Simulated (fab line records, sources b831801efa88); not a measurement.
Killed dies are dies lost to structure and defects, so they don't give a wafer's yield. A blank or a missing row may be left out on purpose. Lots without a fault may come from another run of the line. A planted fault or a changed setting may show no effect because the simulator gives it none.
A struck lot beside a sound one | flow sky130 | 15 steps out of a route of 708
Sound: wafers L985.2, L985.4, L985.5. Struck: wafers L991.4, L991.5, L991.6. The cause comes at the end.
At each step with rows: each side's tool, then ch and its chambers, then its first start. Under that, the readings that differ: sound wafers | struck wafers | difference of the means | sigmas: that difference in standard deviations of wafers without a fault.
alike: readings whose means differ by less than 2 such deviations, and words and numbers that are the same on both sides. not compared: withheld readings, readings that some wafer has no value for, bounds like >300 that may hide the same value, and numbers for which the record gives no deviation and whose values overlap.
The two part at a step that has a row with sigmas, a row that says differs or no value, or rows on one side only. Numbers that don't overlap but have no deviation are shown without sigmas and don't part them. A reading that every wafer of one side lacks parts them only if that side has two wafers or more.

SKY_CAP2M_SPUTTER_02: material TiN, target thk 200 nm, time 166.7 s.
  sound on pvd_sputter-03, day 42 03:19; struck on pvd_sputter-04, day 43 11:08
  alike: throttle_valve_pct
SKY_CAP2M_RS_MEAS_03: measures by four-point-probe.
  sound on film_metro-03, day 42 03:26; struck on film_metro-03, day 43 11:18
  alike: CAP2M_TIN_RS
SKY_CAP2M_THK_MEAS_04: measures by xrf.
  sound on film_metro-03, day 42 03:33; struck on film_metro-03, day 43 11:23
  alike: CAP2M_TIN_THK
then, 7 steps without rows for these wafers: SKY_CAP2M_DEHYDRATE_05 (time 60 s); SKY_CAP2M_HMDS_06 (prime time 60 s); SKY_CAP2M_COAT_07 (resist thk 1140 nm); SKY_CAP2M_SOFTBAKE_08 (time 60 s); SKY_CAP2M_EXPOSE_09 (exposes mask CAP2M, target cd 1000 nm); SKY_CAP2M_PEB_10; SKY_CAP2M_DEVELOP_11 (develop time 60 s).
SKY_CAP2M_OVL_MEAS_12:
  sound on overlay-02, day 43 02:11; struck on overlay-01, day 44 09:55
  alike: CAP2M_OVL
SKY_CAP2M_METAL_ETCH_13: etches TiN in Cl2/BCl3, stops on SiO2, target depth 220 nm, time 62.9 s.
  sound on rie_metal-01 ch 0,1, day 43 02:13; struck on rie_metal-03 ch 0,1, day 44 09:58
  alike: drypump_motor_current_A, oes_product_au, throttle_valve_pct
  not compared: rf_hours_counter_h
SKY_CAP2M_STRIP_14: strips in O2/N2.
  sound on plasma_asher-03 ch 0,1, day 43 02:17; struck on plasma_asher-02 ch 0,1, day 44 10:03
  reading                      | sound             | struck            | difference | sigmas
  o2_flow_sccm (sccm)          | 3008 2999 2996    | 3600 3621 3613    | +610       | +65
  strip_time_to_endpoint_s (s) | 12.68 12.67 12.69 | 12.56 12.58 12.55 | -0.12      | -2
  alike: drypump_motor_current_A, n2_flow_sccm, oes_product_au
  not compared: rf_hours_counter_h
then, 1 step without rows for these wafers: SKY_CAP2M_STRIP_15 (strips in post etch residue remover, time 1200 s).
-- the record jumps here: 4 days lie between the struck wafers' starts before and after (it left off in module CAP2M and takes up again in module PAD_OPEN, whose first step shown is number 708 of the route) --
SKY_PAD_OPEN_PROBE_99:
  sound on prober-01, day 47 18:56; struck on prober-01, day 48 21:40
  alike: defect_limited_yield, killed_at_M0_to_M3, killed_at_M4_up, killed_at_contacts, killed_at_front_end, killed_at_other, killed_dies, killed_open, killed_short, sort_bin_3_pad_short, sort_bin_5_function, sort_bin_6_memory, sort_n_pass, sort_yield_pct

WHERE THEY PART
Only at SKY_CAP2M_STRIP_14, within this record. Later steps at which nothing parts them and some readings are alike: SKY_PAD_OPEN_PROBE_99.

WHY: what the simulator had put in
Process parameter drift: plasma_asher-02, from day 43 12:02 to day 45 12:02, at SKY_CAP2M_STRIP_14. Setting o2_flow_sccm, moved by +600, from 3000. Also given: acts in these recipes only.
